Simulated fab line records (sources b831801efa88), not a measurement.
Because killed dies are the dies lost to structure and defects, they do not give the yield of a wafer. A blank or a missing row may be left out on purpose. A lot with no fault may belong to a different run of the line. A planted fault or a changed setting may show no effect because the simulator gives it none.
Chamber matching -- flow sky130 -- rie-diel-03 running SKY_CONTACT_ETCH_17: 4 sister chambers
The step etches SiO2 in C4F8/O2/Ar, stops on Si3N4, target depth 340 nm. 8 wafers are shown with their chamber, then 8 later ones without.

WAFERS PAIRED WITH THEIR CHAMBERS
wafer,chamber,oes-product-au (a.u.)
L388.1,2,0.890
L402.2,2,0.890
L403.4,1,0.889
L403.6,0,0.891
L404.3,3,0.890
L404.5,0,0.892
L404.6,1,0.905
L405.1,3,0.892

WAFERS MISSING THEIR CHAMBER
wafer,oes-product-au (a.u.)
L405.4,0.896
L405.5,0.885
L408.1,0.901
L408.2,0.894
L408.3,0.897
L410.2,0.888
L410.3,0.886
L410.5,0.882

CHAMBER TAKEN BY EACH
wafer,from the rows above,in truth
L405.4,can't be placed: 1 or 0 or 3 or 2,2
L405.5,can't be placed: 2 or 3 or 0 or 1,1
L408.1,can't be placed: 1 or 0 or 3 or 2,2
L408.2,can't be placed: 0 or 1 or 3 or 2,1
L408.3,can't be placed: 1 or 0 or 3 or 2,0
L410.2,can't be placed: 2 or 3 or 0 or 1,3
L410.3,can't be placed: 2 or 3 or 0 or 1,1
L410.5,can't be placed: 2 or 3 or 0 or 1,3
Correctly placed: 0 of 8. From these rows, 8 cannot be placed; in 8 the true chamber is one of the candidates. Placed wrongly: 0.
How it was worked out, from the rows above alone: a wafer's distance from a chamber is the root of the sum, over the readings, of the square of ((its reading less the chamber's mean) divided by the reading's scatter). If the next closest chamber is less than 2 further off than the closest, the wafer can't be placed; otherwise it belongs to the closest. For every chamber, the mean is computed from those of its wafers that are shown. The scatter: take each reading less its chamber's mean, square it, sum over the shown wafers, divide by the number of wafers less the number of chambers, and take the root.
